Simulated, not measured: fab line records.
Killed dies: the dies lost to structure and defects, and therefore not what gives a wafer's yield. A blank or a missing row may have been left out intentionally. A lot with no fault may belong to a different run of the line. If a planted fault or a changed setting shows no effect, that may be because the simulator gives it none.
Chamber matching -- flow sky130 -- 4 sister chambers for SKY_FIELD_ISO_CMP_27 on cmp-02
The step polishes, stops on Si3N4, t overpolish 16 s, target thk 457.8 nm. 8 wafers are shown with their chamber, then 7 later ones without.

WAFERS WITH THEIR CHAMBER
wafer,chamber,motor current A (A),time to endpoint s (s)
L182.4,3,14.7,112
L184.2,2,14.5,111
L184.3,0,11.7,117
L187.1,0,12.0,118
L187.3,1,11.8,109
L187.6,1,11.9,114
L190.4,2,13.7,107
L190.5,3,15.1,105

WAFERS WITH NO CHAMBER GIVEN
wafer,motor current A (A),time to endpoint s (s)
L190.6,13.8,108
L195.4,15.1,106
L195.5,11.2,108
L195.6,11.0,102
L204.2,15.9,103
L204.4,13.7,106
L204.6,16.1,103

WHICH CHAMBER EACH WENT THROUGH
wafer,from the rows above,in truth
L190.6,2,2
L195.4,3,3
L195.5,can't be placed: 1 or 0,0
L195.6,can't be placed: 1 or 0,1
L204.2,3,3
L204.4,2,2
L204.6,3,3
Placed correctly: 5 of 7. From these rows, 2 cannot be placed; in 2 the true chamber is one of the candidates. Wrongly placed: 0.
How it was worked out, from the rows above alone: a wafer's distance from a chamber is the root of the sum, over the readings, of the square of ((its reading less the chamber's mean) divided by the reading's scatter). If the next closest chamber is less than 2 further off than the closest, the wafer can't be placed; otherwise it belongs to the closest. For every chamber, the mean is computed from those of its wafers that are shown. How the scatter is found: for the shown wafers, subtract from each reading the mean of its chamber, square and add these, divide the total by (wafers less chambers), then take the root.
